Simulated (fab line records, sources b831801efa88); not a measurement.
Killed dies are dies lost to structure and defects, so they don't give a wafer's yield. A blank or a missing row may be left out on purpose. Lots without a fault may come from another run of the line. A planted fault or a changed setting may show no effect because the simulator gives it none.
Which tool did it? | flow gf180mcu | 12 lots, 36 wafers sampled, at 1 step of a route of 602

WHAT THE GAUGES READ, wafer by wafer
GF_V3_CD_MEAS_14: target cd 260 nm. Usual: cd_nm 260.0 nm, standard deviation 1.3.
lot  | measured     | on        | cd_nm (nm)        | flag
L856 | day 22 16:50 | cd_sem-01 | 260.6 260.7 261.5 |
L857 | day 23 03:04 | cd_sem-01 | 257.5 257.9 258.0 |
L859 | day 23 17:42 | cd_sem-02 | 262.5 261.0 261.7 |
L861 | day 24 12:50 | cd_sem-02 | 258.7 258.0 257.9 |
L862 | day 24 18:48 | cd_sem-02 | 258.6 257.3 258.9 |
L867 | day 26 11:56 | cd_sem-02 | 261.1 259.8 260.4 |
L866 | day 26 13:16 | cd_sem-01 | 261.3 261.0 261.6 |
L868 | day 26 21:47 | cd_sem-01 | 260.9 259.2 260.4 |
L869 | day 27 06:08 | cd_sem-01 | 257.9 259.2 258.1 |
L876 | day 29 05:32 | cd_sem-01 | 260.9 260.8 260.6 |
L877 | day 29 15:11 | cd_sem-02 | 260.6 259.1 259.9 |
L878 | day 29 17:33 | cd_sem-02 | 258.6 260.0 259.3 |

WHICH TOOL RAN EACH LOT (tool, then ch and the chambers of the sampled wafers, then the start)
The record holds no process step before these readings.

WHAT THE TOOLS THEMSELVES READ (means of the sampled wafers that have a number; where no wafer has one, the mark that the record gives instead)
The record holds no such reading with a usual standard deviation.

THE ANSWER, worked out from the rows above alone
Rule: a lot is off if the mean of its wafers that have a number lies more than 3 standard deviations from the usual mean. A lot without any number at a reading at which 4 lots or more have one is off too. The other lots that the step has rows for count as sound. The gauges are gone through in route order, then the tools' own readings, and for those a lot's mean is taken as printed above. The first step at which some lot is off is used, and at that step the reading that is off furthest; a lot without a number counts as furthest.
No lot is off at any reading shown: from this, nothing can be told.

WHAT THE SIMULATOR HAD PUT IN
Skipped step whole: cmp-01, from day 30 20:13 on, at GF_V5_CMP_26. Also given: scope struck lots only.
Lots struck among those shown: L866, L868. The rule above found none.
